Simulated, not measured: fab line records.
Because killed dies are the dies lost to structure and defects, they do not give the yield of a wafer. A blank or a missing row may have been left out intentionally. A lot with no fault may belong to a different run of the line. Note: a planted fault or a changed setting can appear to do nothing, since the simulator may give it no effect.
A lot that was struck, set against a sound lot / flow sky130 / 17 steps out of a route of 708
Sound: wafers L169.3, L169.4, L169.5. Wafers L183.2, L183.3, L183.5 were the ones struck. The cause comes at the end.
For every step that has rows: the tool of each side, followed by ch and its chambers, followed by its first start. Under that, the readings that differ: sound wafers / struck wafers / difference of the means / sigmas: that difference in standard deviations of wafers without a fault.
alike: readings with means less than 2 such deviations apart, plus words and numbers identical on both sides. not compared: withheld readings, readings lacking a value on some wafer, bounds such as >300 that could conceal the same value, and numbers that have no deviation in the record and whose values overlap.
A row with sigmas, a row that says differs or no value, or rows on one side alone: a step with any of these is where the two part. Numbers that don't overlap but have no deviation are shown without sigmas and don't part them. Lack of a reading on every wafer of one side parts them only where that side has two or more wafers.

SKY_VT_ADJUST_LVTN_OVL_MEAS_07:
  sound: overlay-02 at day 9 00:53; struck: overlay-01 at day 12 21:32
  alike: VT_ADJUST_LVTN_OVL
next, for these wafers, 1 step has no rows: SKY_VT_ADJUST_LVTN_IMPLANT_08.
SKY_VT_ADJUST_LVTN_STRIP_09: strips in O2/N2.
  sound on plasma_asher-02 ch 0,1, day 9 01:06; struck on plasma_asher-01 ch 0, day 12 21:43
  alike: drypump_motor_current_A, oes_product_au, strip_time_to_endpoint_s
  not compared: rf_hours_counter_h
SKY_VT_ADJUST_LVTN_TW_MEAS_10:
  sound: film_metro-01 at day 9 01:11; struck: film_metro-01 at day 12 21:50
  alike: VT_ADJUST_LVTN_TW
then, 7 steps without rows for these wafers: SKY_VT_ADJUST_LVTN_DEHYDRATE_11 (time 60 s); SKY_VT_ADJUST_LVTN_HMDS_12 (prime time 60 s); SKY_VT_ADJUST_LVTN_COAT_13 (resist thk 1140 nm); SKY_VT_ADJUST_LVTN_SOFTBAKE_14 (time 60 s); SKY_VT_ADJUST_LVTN_EXPOSE_15 (exposes mask HVN STD DERIVED, target cd 600 nm); SKY_VT_ADJUST_LVTN_PEB_16; SKY_VT_ADJUST_LVTN_DEVELOP_17 (develop time 60 s).
SKY_VT_ADJUST_LVTN_OVL_MEAS_18:
  sound: overlay-02 at day 9 22:03; struck: overlay-02 at day 13 23:03
reading=VT_ADJUST_LVTN_01_OVL (nm); sound=-2.3 -2.2 -3.2; struck=0.2 1.9 0.9; difference=+3.6; sigmas=+2
SKY_VT_ADJUST_LVTN_IMPLANT_19:
  sound on implanter-01 ch 0, day 9 22:08; struck on implanter-01 ch 0, day 13 23:06
reading=dose_ions_cm2; sound=6.497e+11 6.504e+11 6.501e+11; struck=1.1283e+12 1.1273e+12 1.128e+12; difference=+4.7780e+11; sigmas=+99 or more
reading=faraday_current_uA; sound=3.52 3.63 3.73; struck=6.23 6.55 6.41; difference=+2.77; sigmas=+40
SKY_VT_ADJUST_LVTN_STRIP_20: strips in O2/N2.
  sound on plasma_asher-02 ch 0,1, day 9 22:16; struck on plasma_asher-02 ch 0,1, day 13 23:14
  alike: drypump_motor_current_A, oes_product_au, strip_time_to_endpoint_s
  not compared: rf_hours_counter_h
SKY_VT_ADJUST_LVTN_TW_MEAS_21:
  sound: film_metro-01 at day 9 22:21; struck: film_metro-04 at day 13 23:20
reading=VT_ADJUST_LVTN_2_TW; sound=189.7 188.4 188.5; struck=221.7 221.8 221.4; difference=+32.8; sigmas=+25
then, 1 step without rows for these wafers: SKY_VT_ADJUST_NCORE_DEHYDRATE_00 (time 60 s).
-- a jump in the record: the struck wafers' starts before and after are 37 days apart (it breaks off in module VT_ADJUST_NCORE and resumes in module PAD_OPEN, where the first step shown is number 708 of the route) --
SKY_PAD_OPEN_PROBE_99:
  sound: prober-02 at day 47 19:35; struck: prober-02 at day 50 16:44
reading=killed_at_other; sound=2 0 1; struck=0 0 0; difference=-1; sigmas=-2
reading=model.etest.pfet_16v.r_on_ohm_um; sound=1.544e+04 1.566e+04 1.532e+04; struck=1.465e+04 1.513e+04 1.486e+04; difference=-5.933e+02; sigmas=
reading=model.etest.res_pwell_under_gate.rs_ohm_sq; sound=2304 2273 2274; struck=2197 2186 2201; difference=-89; sigmas=
reading=model.etest.nfet_g5v0d10v5.r_on_ohm_um; sound=1887 1890 1891; struck=1921 1896 1932; difference=+27; sigmas=
reading=model.etest.tip_n_5v.rs_ohm_sq; sound=1389 1388 1378; struck=1416 1400 1404; difference=+22; sigmas=
reading=model.etest.nfet_g5v0d10v5.drive_ua_um; sound=611.8 595.8 602.3; struck=584.7 594.5 584; difference=-15.6; sigmas=
reading=model.etest.nfet_16v.drive_ua_um; sound=221.2 219.7 218.8; struck=214.1 215.1 211.1; difference=-6.5; sigmas=
reading=model.etest.pfet_16v.drive_ua_um; sound=243 240 240.5; struck=247.9 249 248.3; difference=+7.2; sigmas=
reading=model.etest.ring_5v.delay_ps; sound=44.7 45.23 44.56; struck=45.67 45.34 45.49; difference=+0.67; sigmas=
  alike: killed_at_M0_to_M3, killed_at_M4_up, killed_at_contacts, killed_at_front_end, killed_dies, killed_open, killed_short

WHERE THEY PART
Earliest at SKY_VT_ADJUST_LVTN_OVL_MEAS_18; latest, in this record, at SKY_PAD_OPEN_PROBE_99.

WHY: what had been put in by the simulator
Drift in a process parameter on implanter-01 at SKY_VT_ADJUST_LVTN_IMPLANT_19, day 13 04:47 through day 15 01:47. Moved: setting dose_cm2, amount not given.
